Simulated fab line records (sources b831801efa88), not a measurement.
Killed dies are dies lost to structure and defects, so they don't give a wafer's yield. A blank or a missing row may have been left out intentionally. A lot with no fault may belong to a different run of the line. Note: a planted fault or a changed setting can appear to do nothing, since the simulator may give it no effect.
A struck lot beside a sound one | flow sky130 | 14 out of 708 route steps
Sound: the wafers L552.1, L552.4, L552.5. Wafers L547.1, L547.2, L547.6 were the ones struck. The cause is given at the end.
At each step with rows: each side's tool, then ch and its chambers, then its first start. Under that, the readings that differ: sound wafers | struck wafers | difference of the means | sigmas: that difference in standard deviations of wafers without a fault.
alike: readings with means less than 2 such deviations apart, plus words and numbers identical on both sides. not compared: withheld readings, readings lacking a value on some wafer, bounds such as >300 that could conceal the same value, and numbers that have no deviation in the record and whose values overlap.
Wherever a step has rows on one side only, a row that says differs or no value, or a row with sigmas, the two part there. When numbers do not overlap yet have no deviation, they are printed without sigmas and do not part them. A reading missing from all wafers of one side parts the sides only when that side holds two or more wafers.

first, 2 steps without rows for these wafers: SKY_PWDE_PEB_05; SKY_PWDE_DEVELOP_06 (develop time 60 s).
SKY_PWDE_OVL_MEAS_07:
  sound: overlay-02 at day 7 04:01; struck: overlay-02 at day 5 23:37
  alike: PWDE_OVL
following that, these wafers have no rows for 1 step: SKY_PWDE_IMPLANT_08.
SKY_PWDE_STRIP_09: strips in O2/N2.
  sound on plasma-asher-01 ch 0,1, day 7 04:12; struck on plasma-asher-01 ch 0,1, day 5 23:48
  alike: drypump-motor-current-A, n2-flow-sccm, oes-product-au, strip-time-to-endpoint-s
  not compared: rf-hours-counter-h
SKY_PWDE_TW_MEAS_10:
  sound: film-metro-03 at day 7 04:18; struck: film-metro-01 at day 5 23:54
  alike: PWDE_TW
then, 6 steps without rows for these wafers: SKY_NWELL_DEHYDRATE_03 (time 60 s); SKY_NWELL_HMDS_04 (prime time 60 s); SKY_NWELL_COAT_05 (resist thk 3000 nm); SKY_NWELL_SOFTBAKE_06; SKY_NWELL_EXPOSE_07 (exposes mask NWM, target cd 840 nm); SKY_NWELL_PEB_08.
SKY_NWELL_DEVELOP_09: develop time 60 s.
  struck on litho-track-02, day 6 18:00; sound on litho-track-01 ch 0, day 7 23:00
  no value came back on the struck wafers for chill-plate-temp-C (C), develop-time-s (s); on the sound wafers chill-plate-temp-C (C) reads 23.00 22.96 22.99
SKY_NWELL_OVL_MEAS_10:
  sound: overlay-01 at day 7 23:44; struck: overlay-01 at day 6 18:31
  reading           | sound       | struck | difference                    | sigmas
  NWELL_00_OVL (nm) | 3.4 0.5 0.0 | - - -  | no value on the struck wafers |

## WHERE THEY PART
Last at SKY_NWELL_OVL_MEAS_10 as far as this record goes, first at SKY_NWELL_DEVELOP_09.

WHY: what the simulator had put in
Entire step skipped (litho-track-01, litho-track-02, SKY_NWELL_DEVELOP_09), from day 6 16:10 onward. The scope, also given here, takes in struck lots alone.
